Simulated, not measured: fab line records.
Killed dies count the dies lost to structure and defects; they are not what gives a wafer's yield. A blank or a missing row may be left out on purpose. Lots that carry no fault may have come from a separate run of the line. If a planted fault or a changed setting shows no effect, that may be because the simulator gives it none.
A struck lot beside a sound one || flow sky130 || 43 steps out of a route of 708
Sound: wafers L441.1, L441.3, L441.5. Wafers L440.1, L440.2, L440.6 were the ones struck. At the end, the cause is stated.
Per side, at each step with rows, come the tool, then ch with its chambers, and then its first start. Under that, the readings that differ: sound wafers || struck wafers || difference of the means || sigmas: that difference in standard deviations of wafers without a fault.
alike: same words and numbers on both sides, and readings whose means sit less than 2 such deviations apart. not compared: any withheld reading, any reading some wafer has no value for, any bound like >300 that may hide the same value, and any number with overlapping values for which the record gives no deviation.
A row with sigmas, a row that says differs or no value, or rows on one side alone: a step with any of these is where the two part. Numbers that don't overlap but have no deviation are shown without sigmas and don't part them. A reading missing from all wafers of one side parts the sides only when that side holds two or more wafers.

SKY_GATE_OXIDE_TW_MEAS_14:
  struck on film_metro-03, day 17 13:19; sound on film_metro-04, day 17 13:46
  alike: GATE_OXIDE_TW
then, 3 steps without rows for these wafers: SKY_GATE_OXIDE_CLEAN_15 (cleans in SC1/SC2, time 150 s); SKY_GATE_OXIDE_OXIDATION_16 (stabilise 600 s, purge 300 s, target thk 3.57 nm); SKY_POLY_GATE_CVD_00 (deposits poly-Si, target thk 180 nm, time 720 s).
SKY_POLY_GATE_THK_MEAS_01:
  struck on film_metro-04, day 17 16:52; sound on film_metro-02, day 17 16:54
  alike: POLY_GATE_CVD_00_THK
then, 7 steps without rows for these wafers: SKY_RES_PROTECT_DEHYDRATE_00 (time 60 s); SKY_RES_PROTECT_HMDS_01 (prime time 60 s); SKY_RES_PROTECT_COAT_02 (resist thk 1140 nm); SKY_RES_PROTECT_SOFTBAKE_03 (time 60 s); SKY_RES_PROTECT_EXPOSE_04 (exposes mask RPM, target cd 1270 nm); SKY_RES_PROTECT_PEB_05; SKY_RES_PROTECT_DEVELOP_06 (develop time 60 s).
SKY_POLY_GATE_IMPLANT_02:
  sound on implanter-01 ch 0, day 18 23:06; struck on implanter-02 ch 0, day 18 22:55
  alike: beam_on_s, end_station_pressure_torr, faraday_current_uA
SKY_RES_PROTECT_STRIP_07: strips in O2/N2.
  sound on plasma_asher-04 ch 0, day 18 23:15; struck on plasma_asher-03 ch 0,1, day 18 23:04
  alike: drypump_motor_current_A, oes_product_au, strip_time_to_endpoint_s
  not compared: rf_hours_counter_h
SKY_RES_PROTECT_TW_MEAS_08:
  struck on film_metro-02, day 18 23:10; sound on film_metro-04, day 18 23:21
  alike: POLY_GATE_TW
then, 2 steps without rows for these wafers: SKY_RES_PROTECT_CLEAN_09 (cleans in SC1/SC2, time 150 s); SKY_POLY_GATE_CVD_03 (deposits Si3N4 from DCS/NH3, target thk 75 nm, time 1290 s).
SKY_POLY_GATE_THK_MEAS_04:
  struck on film_metro-02, day 19 00:38; sound on film_metro-03, day 19 02:00
  alike: POLY_GATE_CVD_03_THK
then, 8 steps without rows for these wafers: SKY_POLY_GATE_DEHYDRATE_05 (time 60 s); SKY_POLY_GATE_HMDS_06 (prime time 60 s); SKY_POLY_GATE_COAT_07 (resist thk 110 nm); SKY_POLY_GATE_COAT_08 (resist thk 450 nm); SKY_POLY_GATE_SOFTBAKE_09 (time 90 s); SKY_POLY_GATE_EXPOSE_10 (exposes mask P1M, target cd 150 nm); SKY_POLY_GATE_PEB_11; SKY_POLY_GATE_DEVELOP_12 (develop time 60 s).
SKY_POLY_GATE_CD_MEAS_13 targets a cd of 150 nm.
  struck on cd_sem-02, day 20 07:48; sound on cd_sem-01, day 20 09:45
  alike: cd_nm
SKY_POLY_GATE_OVL_MEAS_14:
  struck on overlay-01, day 20 07:55; sound on overlay-01, day 20 09:52
  alike: POLY_GATE_OVL
SKY_POLY_GATE_ETCH_15: etches BARC in N2/H2, stops on SiO2, time 118.5 s, target depth 110 nm.
  sound on rie_diel-03 ch 0,1, day 20 09:54; struck on rie_diel-03 ch 0,1, day 20 07:57
  alike: drypump_motor_current_A, oes_product_au, throttle_valve_pct
  not compared: rf_hours_counter_h
SKY_POLY_GATE_ETCH_16: etches Si3N4 in CH3F/O2, stops on poly-Si, time 147.5 s, target depth 75 nm.
  sound on rie_diel-03 ch 0,1, day 20 09:59; struck on rie_diel-03 ch 0,1, day 20 08:02
{"reading": "oes_product_au (a.u.)", "sound": "0.629 0.634 0.629", "struck": "0.653 0.646 0.639", "difference": "+0.015", "sigmas": "+3"}
  alike: drypump_motor_current_A, throttle_valve_pct
  not compared: rf_hours_counter_h
SKY_POLY_GATE_ETCH_17: etches poly-Si in HBr/Cl2, stops on SiO2, target depth 180 nm, time 70.5 s.
  sound on rie_si-02 ch 0,3, day 20 10:05; struck on rie_si-02 ch 0,1,3, day 20 08:08
  alike: drypump_motor_current_A, oes_product_au, throttle_valve_pct
  not compared: rf_hours_counter_h
SKY_POLY_GATE_STRIP_18: strips in O2/N2.
  sound on plasma_asher-01 ch 0,1, day 20 10:08; struck on plasma_asher-02 ch 0,1, day 20 08:11
  alike: drypump_motor_current_A, oes_product_au, strip_time_to_endpoint_s
  not compared: rf_hours_counter_h
then, 2 steps without rows for these wafers: SKY_POLY_GATE_CLEAN_19 (cleans in SC1/SC2, time 150 s); SKY_POLY_GATE_OXIDATION_20 (stabilise 600 s, purge 300 s, target thk 4 nm).
SKY_POLY_GATE_THK_MEAS_21:
  struck on film_metro-03, day 20 09:35; sound on film_metro-03, day 20 11:33
  alike: POLY_GATE_OXIDATION_THK
SKY_POLY_GATE_CD_MEAS_22:
  struck on cd_sem-02, day 20 09:39; sound on cd_sem-02, day 20 11:37
  alike: cd_nm
then, 6 steps without rows for these wafers: SKY_LDD_N_DEHYDRATE_00 (time 60 s); SKY_LDD_N_HMDS_01 (prime time 60 s); SKY_LDD_N_COAT_02 (resist thk 300 nm); SKY_LDD_N_SOFTBAKE_03 (time 60 s); SKY_LDD_N_EXPOSE_04 (exposes mask NTM, target cd 840 nm); SKY_LDD_N_PEB_05.
-- the record jumps here: 28 days lie between the struck wafers' starts before and after (it left off in module LDD_N and takes up again in module PAD_OPEN, whose first step shown is number 708 of the route) --
SKY_PAD_OPEN_PROBE_99:
  struck on prober-02, day 48 10:08; sound on prober-01, day 48 10:52
{"reading": "model.etest.res_poly.rs_ohm_sq_rim_less_centre", "sound": "-0.4588 -0.5065 -0.6567", "struck": "-3.368 -3.48 -3.064", "difference": -2.763, "sigmas": ""}
{"reading": "model.etest.res_poly.rs_ohm_sq_range", "sound": "1.31 1.417 1.016", "struck": "3.699 3.709 3.827", "difference": "+2.497", "sigmas": ""}
  alike: killed_at_M0_to_M3, killed_at_M4_up, killed_at_contacts, killed_at_front_end, killed_at_other, killed_dies, killed_open, killed_short

## WHERE THEY PART
Only at SKY_POLY_GATE_ETCH_16, as far as this record shows. Later steps at which nothing parts them and some readings are alike: SKY_POLY_GATE_ETCH_17, SKY_POLY_GATE_STRIP_18, SKY_POLY_GATE_THK_MEAS_21, SKY_POLY_GATE_CD_MEAS_22, SKY_PAD_OPEN_PROBE_99.

WHY: what the simulator had put in
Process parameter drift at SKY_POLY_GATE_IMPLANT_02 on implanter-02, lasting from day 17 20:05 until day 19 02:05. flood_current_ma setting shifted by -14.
